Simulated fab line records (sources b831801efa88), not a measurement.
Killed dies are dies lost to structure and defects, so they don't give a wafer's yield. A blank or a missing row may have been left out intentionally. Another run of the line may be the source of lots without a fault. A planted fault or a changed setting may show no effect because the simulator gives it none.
A struck lot beside a sound one / flow gf180mcu / 20 steps out of a route of 602
Sound: wafers L665.4, L665.5, L665.6. Wafers struck: L674.2, L674.5, L674.6. The cause is named last.
Per side, at each step with rows, come the tool, then ch with its chambers, and then its first start. Under that, the readings that differ: sound wafers / struck wafers / difference of the means / sigmas: that difference in standard deviations of wafers without a fault.
alike: readings with means less than 2 such deviations apart, plus words and numbers identical on both sides. not compared: withheld readings, readings lacking a value on some wafer, bounds such as >300 that could conceal the same value, and numbers that have no deviation in the record and whose values overlap.
A row with sigmas, a row that says differs or no value, or rows on one side alone: a step with any of these is where the two part. Numbers that have no deviation but don't overlap get no sigmas and don't part them. Lack of a reading on every wafer of one side parts them only where that side has two or more wafers.

first, 4 steps without rows for these wafers: GF_MIM_SOFTBAKE_15 (time 60 s); GF_MIM_EXPOSE_16 (exposes mask FuseTop, target cd 2000 nm); GF_MIM_PEB_17; GF_MIM_DEVELOP_18 (develop time 60 s).
GF_MIM_METAL_ETCH_19: etches the open film in Cl2/BCl3, stops on Si3N4, target depth 324.5 nm, time 54.1 s.
  sound on rieMetal-03 ch 0,1, day 26 14:23; struck on rieMetal-01 ch 0,1, day 29 09:26
  alike: drypumpMotorCurrentA, heBacksideLeakSccm, oesProductAu, throttleValvePct
  not compared: rfHoursCounterH
GF_MIM_STRIP_20: strips in O2/N2.
  sound on plasmaAsher-02 ch 0,1, day 26 14:28; struck on plasmaAsher-04 ch 0,1, day 29 09:31
  alike: drypumpMotorCurrentA, heaterPowerW, oesProductAu, stripTimeToEndpointS
  not compared: rfHoursCounterH
then, 6 steps without rows for these wafers: GF_MIM_STRIP_21 (strips in post etch residue remover, time 1200 s); GF_MIM_CLEAN_22 (cleans in DIW); GF_M5_DEHYDRATE_00 (time 60 s); GF_M5_HMDS_01 (prime time 60 s); GF_M5_COAT_02 (resist thk 1000 nm); GF_M5_SOFTBAKE_03 (time 60 s).
GF_M5_EXPOSE_04: exposes mask Metal5, target cd 280 nm.
  sound on krfScanner-01 ch 0, day 27 01:51; struck on krfScanner-02 ch 0, day 29 18:52
reading=exposureDoseMJCm2; sound=27.96 27.96 27.97; struck=27.39 27.42 27.40; difference=-0.56; sigmas=-18
  alike: mask
then, 2 steps without rows for these wafers: GF_M5_PEB_05 (peb time 90 s); GF_M5_DEVELOP_06 (develop time 60 s).
GF_M5_CD_MEAS_07 targets a cd of 280 nm.
  struck on cdSem-02, day 30 04:22; sound on cdSem-02, day 27 11:49
  alike: cdNm
GF_M5_OVL_MEAS_08:
  struck on overlay-02, day 30 04:28; sound on overlay-02, day 27 11:53
  alike: M5_OVL
GF_M5_ETCH_09: etches Si3N4 in CF4/O2, target depth 52 nm, time 11.6 s.
  sound on rieDiel-01 ch 0,1,2, day 27 11:54; struck on rieDiel-04 ch 0,1, day 30 04:30
reading=model.M5.cdNm (nm); sound=279.9 279.8 280.2; struck=281.6 281.5 282.5; difference=+1.9; sigmas=
  alike: drypumpMotorCurrentA, oesProductAu, throttleValvePct
  not compared: rfHoursCounterH
GF_M5_METAL_ETCH_10: etches the open film in Cl2/BCl3, stops on SiO2, target depth 750.8 nm, time 125.1 s.
  sound on rieMetal-04 ch 0,1, day 27 11:58; struck on rieMetal-02 ch 0,1, day 30 04:32
  alike: drypumpMotorCurrentA, heBacksideLeakSccm, oesProductAu, throttleValvePct
  not compared: rfHoursCounterH
-- the record jumps here: 2 days lie between the struck wafers' starts before and after (it left off in module M5 and takes up again in module PASSIVATION, whose first step shown is number 602 of the route) --
GF_PASSIVATION_PROBE_99:
  record: rows for the struck wafers here (prober-02, day 32 15:17), none for the sound ones

WHERE THEY PART
Last at GF_PASSIVATION_PROBE_99 as far as this record goes, first at GF_M5_EXPOSE_04.

WHY: the cause the simulator had injected
Process parameter drift: krfScanner-02, from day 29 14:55 on, at GF_M5_EXPOSE_04. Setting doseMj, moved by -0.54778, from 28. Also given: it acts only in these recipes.
